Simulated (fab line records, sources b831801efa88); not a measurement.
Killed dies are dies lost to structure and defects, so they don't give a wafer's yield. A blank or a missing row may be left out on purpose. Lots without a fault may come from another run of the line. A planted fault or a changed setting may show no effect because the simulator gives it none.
Which tool did it? | flow sky130 | 6 lots, 18 wafers sampled, at 3 steps of a route of 708

WHAT THE GAUGES READ, wafer by wafer
SKY_PASSIVATION_THK_MEAS_03.
lot  | measured     | on            | PASSIVATION_CVD_02_THK (nm)
L328 | day 44 04:34 | film_metro-01 | 532 542 540
L332 | day 45 07:22 | film_metro-04 | 540 546 544
L335 | day 46 04:10 | film_metro-01 | 530 539 541
L338 | day 46 22:37 | film_metro-04 | 534 535 551
L341 | day 47 17:40 | film_metro-02 | 526 532 536
L344 | day 48 08:14 | film_metro-04 | 540 529 548

WHICH TOOL RAN EACH LOT (tool, then ch and the chambers of the sampled wafers, then the start)
lot  | SKY_POLY_CUT_ETCH_11               | SKY_METAL4_SPUTTER_03
L328 | rie_diel-03 ch 0,2, day 24 15:56   | pvd_sputter-03, day 40 02:12
L332 | rie_diel-03 ch 0,1, day 26 00:50   | pvd_sputter-01, day 41 06:25
L335 | rie_diel-01 ch 0,1,3, day 27 08:21 | pvd_sputter-01, day 42 07:04
L338 | rie_diel-03 ch 0,1, day 28 09:50   | pvd_sputter-02, day 43 01:40
L341 | rie_diel-03 ch 0,1,3, day 29 13:05 | pvd_sputter-03, day 44 01:08
L344 | rie_diel-03 ch 1,2, day 30 07:47   | pvd_sputter-01, day 44 16:16
- SKY_POLY_CUT_ETCH_11: etches Si3N4 in CF4/CH2F2/Ar, stops on poly-Si, time 42.5 s, target depth 60 nm.
- SKY_METAL4_SPUTTER_03: material Ti, target thk 5 nm, time 3.3 s.

THE ANSWER, worked out from the rows above alone
Rule: what is usual is taken from the lots themselves. Put in order of their means at a reading, lots are off if they are a third of the lots or fewer, leave a main group of 4 or more, and stand apart from it by a gap of 3 or more times the standard deviation of the main group's means; of several such gaps the widest counts. A main group whose means are all the same, to the digits that the tables above print for the reading, isn't used. A lot without any number at a reading at which 4 lots or more have one is off too. The other lots that the step has rows for count as sound.
No lot is off at any reading shown: from this, nothing can be told.

WHAT THE SIMULATOR HAD PUT IN
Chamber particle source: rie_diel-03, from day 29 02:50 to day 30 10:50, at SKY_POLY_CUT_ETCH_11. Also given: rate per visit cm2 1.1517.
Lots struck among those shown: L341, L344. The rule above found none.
